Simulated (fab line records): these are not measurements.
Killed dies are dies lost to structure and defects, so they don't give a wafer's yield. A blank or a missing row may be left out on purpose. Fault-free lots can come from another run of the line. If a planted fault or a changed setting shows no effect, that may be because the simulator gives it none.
One fault through the eyes of 2 desks | flow sky130 | only its own numbers are on each desk; what lay behind them is given at the end

== FOR THE TOOL OWNER'S DESK: pecvd-03 ==
The tool's own readings at SKY_PASSIVATION_CVD_00 (deposits SiO2, target thk 90 nm): means of the sampled wafers that have a number, for each lot that ran on this tool. Marked OUT: a lot whose mean sits more than 4 standard deviations from the usual mean, which makes it out of limits; the brackets give that distance.
Columns: A = heater_power_w at SKY_PASSIVATION_CVD_00, usual 640 W; B = rf_fwd_power_W at SKY_PASSIVATION_CVD_00, usual 590 W; C = susceptor_temp_C at SKY_PASSIVATION_CVD_00, usual 399.96 C
lot  | first seen here | A   | B             | C
L926 | day 48 21:52    | 650 | 588           | 400.15
L930 | day 49 23:40    | 692 | 494 (-29) OUT | 400.04
L932 | day 50 05:07    | 718 | 492 (-30) OUT | 400.02
Finding of this desk: L930, L932 out of limits; the first was L930 at day 49 23:40, on rf_fwd_power_W at SKY_PASSIVATION_CVD_00. In limits: L926.

== THE METROLOGY DESK ==
Means of the sampled wafers that have a number, per lot and without regard to the tool the lot ran on: this is what the gauges read. Marked OUT: a lot whose mean sits more than 4 standard deviations from the usual mean, which makes it out of limits; the brackets give that distance.
Columns: A = RES_XHIGH_TW at SKY_RES_XHIGH_TW_MEAS_09, usual 1638; B = cd_nm at SKY_SD_N_CD_MEAS_07, usual 379.9 nm; C = PASSIVATION_CVD_00_THK at SKY_PASSIVATION_THK_MEAS_01, usual 90.0 nm
lot  | first seen here | A    | B     | C
L913 | day 27 18:01    | 1643 | 381.8 | 90.2
L915 | day 28 06:50    | 1652 | 377.7 | 89.8
L916 | day 28 18:55    | 1648 | 381.5 | 90.7
L917 | day 29 04:13    | 1643 | 381.5 | 89.4
L920 | day 30 05:14    | 1646 | 376.0 | 89.8
L923 | day 31 15:40    | 1634 | 378.0 | 88.3
L926 | day 32 18:07    | 1633 | 379.3 | 90.5
L927 | day 33 09:09    | 1639 | 382.2 | 89.6
L930 | day 34 06:12    | 1625 | 379.4 | 86.0
L932 | day 34 15:58    | 1650 | 379.1 | 86.2
L935 | day 35 02:11    | 1637 | 381.5 | 88.7
Finding of this desk: none of the 11 lots has anything out of limits.

== PUT TOGETHER ==
The tool owner's desk could have raised an alarm at day 49 23:40, on L930, L932.
Nothing out of limits was seen by the metrology desk.
The metrology desk holds a record of L930, L932, inside its limits.
On pecvd-03, each named lot ran SKY_PASSIVATION_CVD_00.

== WHAT THE SIMULATOR PUT IN ==
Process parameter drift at SKY_PASSIVATION_CVD_00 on pecvd-03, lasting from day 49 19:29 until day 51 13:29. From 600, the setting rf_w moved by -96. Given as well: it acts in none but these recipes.
Shown lots that were struck: L930, L932.
Delay in hours, fault start to first out-of-limits reading, by desk: the tool owner's desk at 4.
